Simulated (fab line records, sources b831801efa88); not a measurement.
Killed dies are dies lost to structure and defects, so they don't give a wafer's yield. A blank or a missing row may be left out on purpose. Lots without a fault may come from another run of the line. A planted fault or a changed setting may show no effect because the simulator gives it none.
fab line records | flow sky130
record lots=6 wafers=18 last_day=50
route steps=708 shown LOCAL_INTERCONNECT@394 CONTACT@406 PAD_OPEN@708
lots that met no fault: from a run of the same line without faults
start_h: hours from the record's first day to the start of the lot's first wafer shown | wait_h: hours since the lot's step before | " the same as in the row above | L1.1+2: a row that stands for several wafers | - no value, or no start given | * or withheld: withheld | < > ~ a bound
route shown NAME@n: a module of which the file shows steps, and the number in the route of the first | usual: mean/standard deviation of fault-free wafers | same: alike in all rows | chamber/n: place in a boat | sites: the reading at each site | _std_site: their standard deviation | _edge_site: outer sites' mean less inner sites' | radius_mm: how far each site lies from the wafer's centre | mask NAME#n: copy n | behind: the tool/chamber that last shaped the wafer | hold: why the lot was held/for how many hours/how that ended | device: the transistor (n, p or np) that didn't switch | end of line: the same wafers' tests at the end of the route | a step without rows: its recipe alone | killed: dies lost to structure and defects at the first sort, not the wafer's yield | map: a wafer's dies, x killed, . not, _ none there
set.NAME: the setting as run; set.NAME@STEP: as run at that earlier step | model.NAME: the simulator's own value behind a step, which no gauge read
lots at some steps of the route; a table a step, a row a wafer
services: from which hour (start_h, from the record's first day; less than 0 if before it) a tool's chamber was out of use, for how many hours, and why
## steps
# step SKY_LOCAL_INTERCONNECT_SOFTBAKE_07
# recipe temp_c=100 time_s=90 resist=KrF-thick
# step SKY_LOCAL_INTERCONNECT_EXPOSE_08
# recipe mask_id=LI1M na=0.8 source_shape=annular sigma_inner=0.55 sigma_outer=0.85 target_cd_nm=170 dose_mj=28
# step SKY_LOCAL_INTERCONNECT_PEB_09
# recipe peb_temp_c=withheld peb_time_s=withheld resist=KrF-thick
# step SKY_LOCAL_INTERCONNECT_DEVELOP_10
# recipe develop_time_s=60 resist=KrF-thick dev_temp_c=21
# step SKY_LOCAL_INTERCONNECT_CD_MEAS_11
# recipe target_cd_nm=170
# usual cd_nm=170.3/1.1
# columns lot.wafer tool chamber start_h wait_h cd_nm
L773.3 cd_sem-01 - 723.58 - 171.3
L773.5 " - " " 170.9
L773.6 " - " " 170.6
L780.1 cd_sem-02 - 774.69 - 169.8
L780.2 " - " " 170.2
L780.3 " - " " 171.0
L782.2 cd_sem-01 - 795.96 - 171.2
L782.4 " - " " 170.7
L782.5 " - " " 170.6
L789.1 cd_sem-02 - 837.48 - 169.6
L789.2 " - " " 169.0
L789.6 " - " " 170.7
L790.1 cd_sem-02 - 851.84 - 172.0
L790.2 " - " " 169.8
L790.6 " - " " 169.8
L792.3 cd_sem-01 - 867.28 - 169.1
L792.4 " - " " 168.7
L792.6 " - " " 169.8
# step SKY_LOCAL_INTERCONNECT_OVL_MEAS_12
# usual LOCAL_INTERCONNECT_OVL=0/5.7
# columns lot.wafer tool chamber start_h wait_h LOCAL_INTERCONNECT_OVL[nm]
L773.3 overlay-02 - 723.67 0.1 -5
L773.5 " - " " -5
L773.6 " - " " -2
L780.1 overlay-01 - 774.81 0.1 -3
L780.2 " - " " 1
L780.3 " - " " -7
L782.2 overlay-02 - 796.07 0.1 -12
L782.4 " - " " -10
L782.5 " - " " -5
L789.1 overlay-02 - 837.60 0.1 9
L789.2 " - " " 9
L789.6 " - " " -3
L790.1 overlay-01 - 851.96 0.1 0
L790.2 " - " " 2
L790.6 " - " " 0
L792.3 overlay-02 - 867.37 0.1 7
L792.4 " - " " 2
L792.6 " - " " 2
# step SKY_LOCAL_INTERCONNECT_ETCH_13
# recipe chemistry=N2/H2 target=BARC ion_energy_ev=200 bias_w=100 pressure_mtorr=30 n2_flow_sccm=100 h2_flow_sccm=200 icp_w=500 stop_on=SiO2 time_s=45.9 target_depth_a=600
# usual drypump_motor_current_A=5.7/0.36 oes_product_au=0.855/0.0052 throttle_valve_pct=13.225/0.0092
# columns lot.wafer tool chamber start_h wait_h drypump_motor_current_A oes_product_au rf_hours_counter_h throttle_valve_pct
L773.3 rie_metal-03 1 723.72 0.0 5.2 0.862 - 13.227
L773.5 " 1 " " 5.2 0.855 - 13.238
L773.6 " 0 " " 5.4 0.858 - 13.216
L780.1 rie_metal-01 0 774.85 0.0 5.8 0.849 8 13.224
L780.2 " 0 " " 5.8 0.852 - 13.219
L780.3 " 0 " " 5.8 0.852 - 13.230
L782.2 rie_metal-04 1 796.10 0.0 5.6 0.858 14 13.230
L782.4 " 1 " " 5.6 0.850 - 13.225
L782.5 " 0 " " 6.2 0.852 - 13.227
L789.1 rie_metal-04 1 837.63 0.0 5.6 0.849 0 13.235
L789.2 " 0 " " 6.2 0.858 16 13.224
L789.6 " 0 " " 6.2 0.845 - 13.226
L790.1 rie_metal-04 0 852.00 0.0 6.2 0.849 16 13.214
L790.2 " 1 " " 5.6 0.858 1 13.241
L790.6 " 0 " " 6.2 0.855 - 13.213
L792.3 rie_metal-03 0 867.42 0.0 5.4 0.853 - 13.215
L792.4 " 1 " " 5.1 0.846 - 13.229
L792.6 " 0 " " 5.5 0.856 - 13.219
# step SKY_LOCAL_INTERCONNECT_METAL_ETCH_14
# recipe target_depth_nm=110 stop_on=PSG chemistry=Cl2/BCl3 target=TiN resist_sidewall_deg=88 pressure_mtorr=10 icp_w=900 bias_w=48.5 Cl2_flow_sccm=60 bcl3_flow_sccm=30 time_s=31.4
# usual bcl3_flow_sccm=30.00/0.086 drypump_motor_current_A=5.6/0.36 mfc_cl2_sccm=60.00/0.17 oes_product_au=0.938/0.0083 throttle_valve_pct=21.904/0.0096
# columns lot.wafer tool chamber start_h wait_h bcl3_flow_sccm drypump_motor_current_A mfc_cl2_sccm oes_product_au rf_hours_counter_h throttle_valve_pct
L773.3 rie_metal-03 1 723.78 0.0 30.08 5.1 59.67 0.943 - 21.910
L773.5 " 1 " " 30.01 5.1 59.68 0.930 - 21.922
L773.6 " 0 " " 30.00 5.4 60.02 0.937 - 21.903
L780.1 rie_metal-01 0 774.97 0.1 30.16 5.8 59.96 0.954 9 21.908
L780.2 " 0 " " 30.05 5.8 59.76 0.943 - 21.894
L780.3 " 0 " " 29.98 5.8 60.17 0.951 - 21.899
L782.2 rie_metal-04 1 796.16 0.0 30.01 5.6 59.90 0.939 14 21.919
L782.4 " 1 " " 29.94 5.5 59.74 0.922 - 21.905
L782.5 " 0 " " 29.87 6.2 59.71 0.929 - 21.904
L789.1 rie_metal-04 1 837.70 0.0 29.98 5.6 60.13 0.956 0 21.889
L789.2 " 0 " " 30.06 6.2 59.99 0.931 16 21.892
L789.6 " 0 " " 29.97 6.2 60.01 0.947 - 21.884
L790.1 rie_metal-04 0 852.06 0.0 30.10 6.2 60.19 0.934 16 21.879
L790.2 " 1 " " 30.14 5.6 60.02 0.944 1 21.889
L790.6 " 0 " " 30.05 6.2 60.27 0.938 - 21.905
L792.3 rie_metal-03 0 867.48 0.0 30.06 5.5 59.88 0.946 - 21.892
L792.4 " 1 " " 30.23 5.1 59.98 0.951 - 21.887
L792.6 " 0 " " 30.10 5.4 60.24 0.948 - 21.915
# step SKY_LOCAL_INTERCONNECT_STRIP_15
# recipe chemistry=O2/N2 power_w=1400 pressure_mtorr=1500 platen_temp_c=withheld o2_flow_sccm=3000 n2_flow_sccm=300 overash_fraction=0.5
# step SKY_LOCAL_INTERCONNECT_STRIP_16
# recipe chemistry=post_etch_residue_remover time_s=1200 temp_c=72.5
# step SKY_LOCAL_INTERCONNECT_CLEAN_17
# recipe chemistry=IPA time_s=180 temp_c=25
# step SKY_LOCAL_INTERCONNECT_CLEAN_18
# recipe chemistry=O3/DIW dry=n2_spin
# step SKY_CONTACT_CVD_00
# recipe material=Si3N4 target_thk_nm=75 temp_c=400 time_s=withheld rf_w=450
# usual heater_power_w=702/140
# columns lot.wafer tool chamber start_h wait_h heater_power_w model.Si3N4_of_CONTACT_CVD_00.thk_nm
L773.3 pecvd-04 0 724.45 0.0 550 73.52
L773.5 " 0 " " 563 73.95
L773.6 " 2 " " 812 75.31
L780.1 pecvd-04 2 775.67 0.0 668 52.22
L780.2 " 0 " " 592 50.48
L780.3 " 1 " " 707 52.49
L782.2 pecvd-04 0 796.93 0.0 590 51.92
L782.4 " 1 " " 663 54.29
L782.5 " 0 " " 570 52.87
L789.1 pecvd-01 0 838.35 0.0 566 73.46
L789.2 " 2 " " 650 73.2
L789.6 " 0 " " 572 74.2
L790.1 pecvd-02 2 852.71 0.0 513 74.53
L790.2 " 0 " " 903 73.52
L790.6 " 0 " " 895 73.53
L792.3 pecvd-02 0 868.11 0.0 971 73.25
L792.4 " 2 " " 585 75.63
L792.6 " 1 " " 810 74.93
# step SKY_CONTACT_THK_MEAS_01
# recipe reads=Si3N4_of_CONTACT_CVD_00
# usual CONTACT_CVD_00_THK=74.8/1.1
# columns lot.wafer tool chamber start_h wait_h CONTACT_CVD_00_THK[nm]
L773.3 film_metro-02 - 724.50 - 73.5
L773.5 " - " " 74.0
L773.6 " - " " 75.3
L780.1 film_metro-01 - 775.70 - 52.2
L780.2 " - " " 50.5
L780.3 " - " " 52.5
L782.2 film_metro-03 - 796.97 - 51.9
L782.4 " - " " 54.2
L782.5 " - " " 52.9
L789.1 film_metro-02 - 838.40 - 73.4
L789.2 " - " " 73.2
L789.6 " - " " 74.1
L790.1 film_metro-03 - 852.76 - 74.6
L790.2 " - " " 73.6
L790.6 " - " " 73.5
L792.3 film_metro-02 - 868.16 - 73.2
L792.4 " - " " 75.6
L792.6 " - " " 74.9
# step SKY_CONTACT_HDPCVD_02
# recipe material=SiO2 target_thk_nm=565 sigma_open_frac=0.3 time_s=94.2 temp_c=600 sih4_flow_sccm=60 pressure_mtorr=6
# step SKY_CONTACT_THK_MEAS_03
# recipe reads=SiO2_of_CONTACT_HDPCVD_02
# usual CONTACT_HDPCVD_THK=560/5.3
# columns lot.wafer tool chamber start_h wait_h CONTACT_HDPCVD_THK[nm]
L773.3 film_metro-01 - 724.63 0.1 556
L773.5 " - " " 551
L773.6 " - " " 554
L780.1 film_metro-02 - 775.83 0.0 550
L780.2 " - " " 558
L780.3 " - " " 559
L782.2 film_metro-01 - 797.10 0.0 554
L782.4 " - " " 554
L782.5 " - " " 552
L789.1 film_metro-01 - 838.53 0.0 569
L789.2 " - " " 565
L789.6 " - " " 571
L790.1 film_metro-02 - 852.89 0.0 558
L790.2 " - " " 551
L790.6 " - " " 556
L792.3 film_metro-03 - 868.29 0.1 567
L792.4 " - " " 567
L792.6 " - " " 565
# step SKY_CONTACT_CMP_04
# recipe material=SiO2 down_force_psi=4 platen_rpm=60 pad_velocity_m_s=0.94248
# step SKY_CONTACT_BOW_MEAS_05
# recipe mode=bow
# usual CONTACT_BOW=81/6.7
# columns lot.wafer tool chamber start_h wait_h CONTACT_BOW[um]
L773.3 film_metro-03 - 725.01 0.3 84
L773.5 " - " " 70
L773.6 " - " " 79
L780.1 film_metro-03 - 776.21 0.2 82
L780.2 " - " " 98
L780.3 " - " " 90
L782.2 film_metro-03 - 797.47 0.1 68
L782.4 " - " " 75
L782.5 " - " " 73
L789.1 film_metro-02 - 838.89 0.2 73
L789.2 " - " " 81
L789.6 " - " " 65
L790.1 film_metro-01 - 853.25 0.1 81
L790.2 " - " " 73
L790.6 " - " " 86
L792.3 film_metro-01 - 868.67 0.2 83
L792.4 " - " " 88
L792.6 " - " " 69
# step SKY_CONTACT_DEHYDRATE_06
# recipe temp_c=200 time_s=60
# step SKY_CONTACT_HMDS_07
# recipe prime_time_s=60 prime_temp_c=120
# step SKY_CONTACT_COAT_08
# recipe resist=BARC temp_c=withheld time_s=withheld spin_rpm=3000 resist_thk_nm=60
# step SKY_CONTACT_COAT_09
# recipe resist=KrF-thick spin_rpm=3000 resist_thk_nm=450
# step SKY_CONTACT_SOFTBAKE_10
# recipe temp_c=100 time_s=90 resist=KrF-thick
# step SKY_CONTACT_EXPOSE_11
# recipe mask_id=CTM1 na=0.8 source_shape=annular sigma_inner=0.55 sigma_outer=0.85 target_cd_nm=170 dose_mj=38
# step SKY_CONTACT_PEB_12
# recipe peb_temp_c=withheld peb_time_s=withheld resist=KrF-thick
# step SKY_CONTACT_DEVELOP_13
# recipe develop_time_s=60 resist=KrF-thick dev_temp_c=21
# step SKY_CONTACT_CD_MEAS_14
# recipe target_cd_nm=170
# usual cd_nm=169.8/1.5
# columns lot.wafer tool chamber start_h wait_h cd_nm
L773.3 cd_sem-01 - 751.77 - 171.5
L773.5 " - " " 172.7
L773.6 " - " " 169.9
L780.1 cd_sem-02 - 803.64 - 174.0
L780.2 " - " " 173.9
L780.3 " - " " 174.6
L782.2 cd_sem-01 - 823.71 - 170.3
L782.4 " - " " 170.3
L782.5 " - " " 170.2
L789.1 cd_sem-02 - 865.03 - 172.3
L789.2 " - " " 171.6
L789.6 " - " " 172.0
L790.1 cd_sem-02 - 878.75 - 168.6
L790.2 " - " " 169.0
L790.6 " - " " 169.4
L792.3 cd_sem-02 - 894.82 - 169.5
L792.4 " - " " 171.5
L792.6 " - " " 170.2
# step SKY_CONTACT_OVL_MEAS_15
# usual CONTACT_OVL=-2/4.9
# columns lot.wafer tool chamber start_h wait_h CONTACT_OVL[nm]
L773.3 overlay-02 - 751.86 0.1 0
L773.5 " - " " 0
L773.6 " - " " -2
L780.1 overlay-01 - 803.76 0.1 -1
L780.2 " - " " -2
L780.3 " - " " 0
L782.2 overlay-02 - 823.82 0.1 -4
L782.4 " - " " 0
L782.5 " - " " -6
L789.1 overlay-01 - 865.15 0.1 -1
L789.2 " - " " -7
L789.6 " - " " -1
L790.1 overlay-02 - 878.87 0.1 -6
L790.2 " - " " -9
L790.6 " - " " -1
L792.3 overlay-02 - 894.91 0.1 0
L792.4 " - " " 3
L792.6 " - " " 4
# step SKY_CONTACT_ETCH_16
# recipe chemistry=N2/H2 target=BARC ion_energy_ev=200 source_w=500 bias_w=100 pressure_mtorr=30 n2_flow_sccm=100 h2_flow_sccm=200 stop_on=SiO2 time_s=45.9 target_depth_a=600
# usual drypump_motor_current_A=5.6/0.49 oes_product_au=0.854/0.0047 throttle_valve_pct=13.223/0.0077
# columns lot.wafer tool chamber start_h wait_h drypump_motor_current_A oes_product_au rf_hours_counter_h throttle_valve_pct
L773.3 rie_diel-04 0 751.88 0.0 6.4 0.855 10 13.216
L773.5 " 0 " " 6.4 0.855 - 13.213
L773.6 " 3 " " 6.3 0.851 - 13.233
L780.1 rie_diel-01 1 803.80 0.0 5.7 0.852 5 13.226
L780.2 " 0 " " 5.5 0.865 10 13.217
L780.3 " 2 " " 5.2 0.859 15 13.220
L782.2 rie_diel-03 3 823.85 0.0 5.6 0.852 16 13.214
L782.4 " 1 " " 6.0 0.860 13 13.221
L782.5 " 2 " " 5.3 0.859 - 13.224
L789.1 rie_diel-03 1 865.18 0.0 6.0 0.843 14 13.217
L789.2 " 3 " " 5.5 0.853 17 13.217
L789.6 " 2 " " 5.3 0.858 - 13.234
L790.1 rie_diel-04 2 878.90 0.0 5.8 0.844 21 13.238
L790.2 " 3 " " 6.3 0.853 16 13.233
L790.6 " 3 " " 6.4 0.853 - 13.221
L792.3 rie_diel-01 0 894.93 0.0 5.5 0.852 14 13.209
L792.4 " 3 " " 5.8 0.854 3 13.220
L792.6 " 2 " " 5.2 0.851 - 13.227
# step SKY_CONTACT_ETCH_17
# recipe target=SiO2 chemistry=C4F8/O2/Ar stop_on=Si3N4 mask_material=KrF-thick source_w=1500 bias_w=1200 pressure_mtorr=40 c4f8_flow_sccm=withheld O2_flow_sccm=6 Ar_flow_sccm=300 time_s=withheld target_depth_a=3400
# usual oes_product_au=0.892/0.0047
# columns lot.wafer tool chamber start_h wait_h oes_product_au
L773.3 rie_diel-04 0 751.93 0.0 0.891
L773.5 " 0 " " 0.901
L773.6 " 3 " " 0.884
L780.1 rie_diel-01 1 803.84 0.0 0.891
L780.2 " 0 " " 0.898
L780.3 " 2 " " 0.889
L782.2 rie_diel-03 3 823.89 0.0 0.886
L782.4 " 1 " " 0.902
L782.5 " 2 " " 0.888
L789.1 rie_diel-03 1 865.23 0.0 0.898
L789.2 " 3 " " 0.902
L789.6 " 2 " " 0.893
L790.1 rie_diel-04 2 878.97 0.0 0.894
L790.2 " 3 " " 0.893
L790.6 " 3 " " 0.891
L792.3 rie_diel-01 0 894.98 0.0 0.896
L792.4 " 3 " " 0.898
L792.6 " 2 " " 0.901
# step SKY_CONTACT_ETCH_18
# recipe target=Si3N4 chemistry=CHF3/O2 stop_on=TiN source_w=600 bias_w=200 pressure_mtorr=40 chf3_flow_sccm=50 O2_flow_sccm=5 time_s=39 target_depth_a=750
# usual drypump_motor_current_A=5.6/0.49 oes_product_au=0.852/0.0086 throttle_valve_pct=8.792/0.009
# columns lot.wafer tool chamber start_h wait_h drypump_motor_current_A oes_product_au rf_hours_counter_h throttle_valve_pct model.etch.depth_nm
L773.3 rie_diel-04 0 - - 6.3 0.838 10 8.780 73.52
L773.5 " 0 " " 6.4 0.850 - 8.783 73.95
L773.6 " 3 " " 6.3 0.860 - 8.788 75.31
L780.1 rie_diel-01 1 - - 5.7 0.711 5 8.757 52.22
L780.2 " 0 " " 5.5 0.695 10 8.770 50.48
L780.3 " 2 " " 5.2 0.717 15 8.765 52.49
L782.2 rie_diel-03 3 - - 5.5 0.702 16 8.755 51.92
L782.4 " 1 " " 6.0 0.723 13 8.765 54.29
L782.5 " 2 " " 5.3 0.717 - 8.744 52.87
L789.1 rie_diel-03 1 - - 6.0 0.848 14 8.779 73.46
L789.2 " 3 " " 5.5 0.846 17 8.803 73.2
L789.6 " 2 " " 5.3 0.849 - 8.795 74.2
L790.1 rie_diel-04 2 - - 5.8 0.851 22 8.791 74.53
L790.2 " 3 " " 6.3 0.849 16 8.778 73.52
L790.6 " 3 " " 6.3 0.850 - 8.783 73.53
L792.3 rie_diel-01 0 - - 5.5 0.841 14 8.788 73.25
L792.4 " 3 " " 5.8 0.854 3 8.799 75.63
L792.6 " 2 " " 5.2 0.850 - 8.793 74.93
# step SKY_CONTACT_STRIP_19
# recipe chemistry=O2/N2 power_w=1400 pressure_mtorr=1500 platen_temp_c=withheld o2_flow_sccm=3000 n2_flow_sccm=300 overash_fraction=0.5
# usual drypump_motor_current_A=5.6/0.36 oes_product_au=0.381/0.0054 strip_time_to_endpoint_s=3.62/0.039
# columns lot.wafer tool chamber start_h wait_h drypump_motor_current_A oes_product_au rf_hours_counter_h strip_time_to_endpoint_s
L773.3 plasma_asher-01 1 752.05 - 6.0 0.382 - 3.64
L773.5 " 0 " " 5.9 0.383 - 3.65
L773.6 " 1 " " 6.0 0.369 - 3.59
L780.1 plasma_asher-02 1 803.93 - 5.5 0.387 6 3.64
L780.2 " 0 " " 5.7 0.383 6 3.72
L780.3 " 1 " " 5.5 0.384 - 3.64
L782.2 plasma_asher-02 1 823.98 - 5.5 0.376 8 3.61
L782.4 " 1 " " 5.5 0.370 - 3.60
L782.5 " 1 " " 5.5 0.380 - 3.64
L789.1 plasma_asher-01 1 865.32 - 5.9 0.383 43 3.60
L789.2 " 0 " " 5.9 0.375 43 3.63
L789.6 " 0 " " 5.9 0.382 - 3.63
L790.1 plasma_asher-01 0 879.10 - 6.0 0.385 44 3.57
L790.2 " 1 " " 5.9 0.378 44 3.58
L790.6 " 0 " " 5.9 0.378 - 3.60
L792.3 plasma_asher-02 1 895.10 - 5.5 0.378 - 3.66
L792.4 " 0 " " 5.8 0.390 - 3.67
L792.6 " 0 " " 5.8 0.383 - 3.61
# step SKY_PAD_OPEN_PROBE_99
# usual killed_at_M0_to_M3=43/7.3 killed_at_M4_up=3.6/1.9 killed_at_contacts=23/5.3 killed_at_front_end=15/4.5 killed_at_other=0.3/0.72 killed_dies=85/9.4 killed_open=46/6.7 killed_short=38/6.8
# same gross_dies=492 killed_at_back_side=0
# columns lot.wafer tool chamber start_h wait_h killed_at_M0_to_M3 killed_at_M4_up killed_at_contacts killed_at_front_end killed_at_other killed_dies killed_open killed_short
L780.1 prober-01 - 1129.03 0.1 58 2 21 19 0 100 56 43
L780.2 prober-01 - 1129.08 0.1 32 2 29 17 0 80 40 39
L780.3 prober-01 - 1129.13 0.2 31 4 27 22 0 84 44 40
L782.2 prober-01 - 1141.82 0.1 47 2 19 26 0 94 45 49
L782.4 prober-01 - 1141.92 0.2 52 3 19 17 0 91 49 42
L782.5 prober-01 - 1141.97 0.2 47 4 15 21 0 87 46 41
L792.3 prober-01 - 1192.11 0.2 48 7 29 18 1 103 54 49
L792.4 prober-01 - 1192.16 0.2 49 1 22 17 0 89 51 38
L792.6 prober-01 - 1192.26 0.2 48 2 17 18 0 85 39 46
# killed by level:class
L780.1 VIA1:geometric_particle:open=12 VIA2:geometric_particle:open=9 VIA1:geometric_particle:short=8 VIA2:geometric_particle:short=8 POLY_GATE:geometric_particle:open=7 CONTACT:geometric_particle:open=7 METAL1:geometric_particle:short=7 LI_CONTACT:geometric_particle:open=6
L780.2 CONTACT:geometric_particle:open=8 VIA1:geometric_particle:open=8 LOCAL_INTERCONNECT:geometric_particle:short=7 POLY_GATE:geometric_particle:short=6 CONTACT:geometric_particle:short=6 LI_CONTACT:geometric_particle:open=5 VIA1:geometric_particle:short=5 FIELD_ISO:geometric_particle:open=4
L780.3 CONTACT:geometric_particle:open=12 POLY_GATE:geometric_particle:short=8 LOCAL_INTERCONNECT:geometric_particle:short=8 METAL1:geometric_particle:short=7 POLY_GATE:geometric_particle:open=6 VIA1:geometric_particle:open=6 VIA2:geometric_particle:open=5 FIELD_ISO:geometric_particle:open=4
L782.2 VIA1:geometric_particle:short=9 VIA2:geometric_particle:open=9 VIA3:geometric_particle:open=8 FIELD_ISO:geometric_particle:short=7 FIELD_ISO:geometric_particle:open=7 CONTACT:geometric_particle:open=6 POLY_GATE:geometric_particle:short=5 LOCAL_INTERCONNECT:geometric_particle:short=5
L782.4 VIA1:geometric_particle:open=10 METAL1:geometric_particle:short=8 CONTACT:geometric_particle:open=7 VIA2:geometric_particle:open=7 VIA3:geometric_particle:open=6 FIELD_ISO:geometric_particle:open=4 FIELD_ISO:geometric_particle:short=4 POLY_GATE:geometric_particle:open=4
L782.5 VIA1:geometric_particle:open=11 VIA3:geometric_particle:open=7 CONTACT:geometric_particle:open=6 METAL1:geometric_particle:short=6 FIELD_ISO:geometric_particle:open=5 VIA2:geometric_particle:short=5 FIELD_ISO:geometric_particle:short=4 SPACER:geometric_particle:open=4
L792.3 VIA1:geometric_particle:open=11 VIA2:geometric_particle:open=9 LI_CONTACT:geometric_particle:open=8 FIELD_ISO:geometric_particle:open=7 CONTACT:geometric_particle:open=7 METAL4:geometric_particle:short=7 LOCAL_INTERCONNECT:geometric_particle:short=6 METAL2:geometric_particle:short=6
L792.4 VIA1:geometric_particle:open=14 CONTACT:geometric_particle:open=13 FIELD_ISO:geometric_particle:short=7 VIA2:geometric_particle:open=7 FIELD_ISO:geometric_particle:open=6 METAL1:geometric_particle:short=5 METAL2:geometric_particle:short=5 VIA1:geometric_particle:short=5
L792.6 VIA1:geometric_particle:open=9 VIA1:geometric_particle:short=8 METAL1:geometric_particle:short=7 VIA3:geometric_particle:open=7 CONTACT:geometric_particle:short=6 FIELD_ISO:geometric_particle:short=5 POLY_GATE:geometric_particle:short=5 METAL3:geometric_particle:short=5
## services
# columns tool chamber start_h hours kind
rie_diel-01 3 709.03 5.8 repair
rie_metal-04 1 711.88 13.5 repair
rie_diel-01 - 729.06 0.5 repair
rie_metal-03 0 733.13 17.0 repair
plasma_asher-02 - 733.75 9.0 pm
rie_diel-03 3 738.73 1.4 repair
rie_diel-03 0 741.85 9.8 repair
rie_diel-04 1 743.58 35.4 repair
rie_diel-04 - 743.75 0.3 repair
plasma_asher-01 - 764.51 10.8 repair
rie_metal-03 - 766.07 1.4 pm
rie_diel-04 - 768.31 0.5 repair
rie_diel-04 2 798.92 8.9 repair
rie_diel-01 1 807.91 1.2 repair
plasma_asher-01 - 810.79 1.6 repair
rie_metal-03 0 815.97 13.1 repair
pecvd-04 - 823.23 1.3 repair
rie_diel-04 1 843.26 50.2 repair
rie_metal-04 0 861.84 1.7 repair
rie_metal-04 - 863.24 1.1 repair
rie_diel-03 0 863.99 7.5 repair
rie_diel-04 0 877.94 16.6 repair
rie_diel-03 2 878.40 2.6 repair
rie_diel-04 2 890.18 4.5 repair
## key
first_sign step=SKY_CONTACT_THK_MEAS_01 reading=CONTACT_CVD_00_THK direction=down sigmas=20 usual=74.8 struck=52.4
effect step=SKY_CONTACT_ETCH_18 reading=oes_product_au direction=down sigmas=16 usual=0.852 struck=0.711
model_effect step=SKY_CONTACT_CVD_00 value=Si3N4_of_CONTACT_CVD_00.thk_nm without=74.91 struck=52.38
model_effect step=SKY_CONTACT_ETCH_18 value=etch.depth_nm without=74.91 struck=52.38
met_at SKY_CONTACT_CVD_00
struck_wafers L780.1,L780.2,L780.3,L782.2,L782.4,L782.5
tester_left_out L780,L782
onset_between 724.45 775.67
fault kind=process_parameter_drift tool=pecvd-04 chamber=- onset_h=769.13 steps=SKY_CONTACT_CVD_00 channel=target_thk_nm offset=-22.589 shape=step end_h=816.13 acts_in=these_recipes_only stated=75
# tester_left_out: of these lots the tester's yield and bins aren't shown, on N5 and GAA mostly nor the transistor test; their killed dies are dies lost to structure and defects alone, not to doping, threshold or leakage, so they don't give the yield
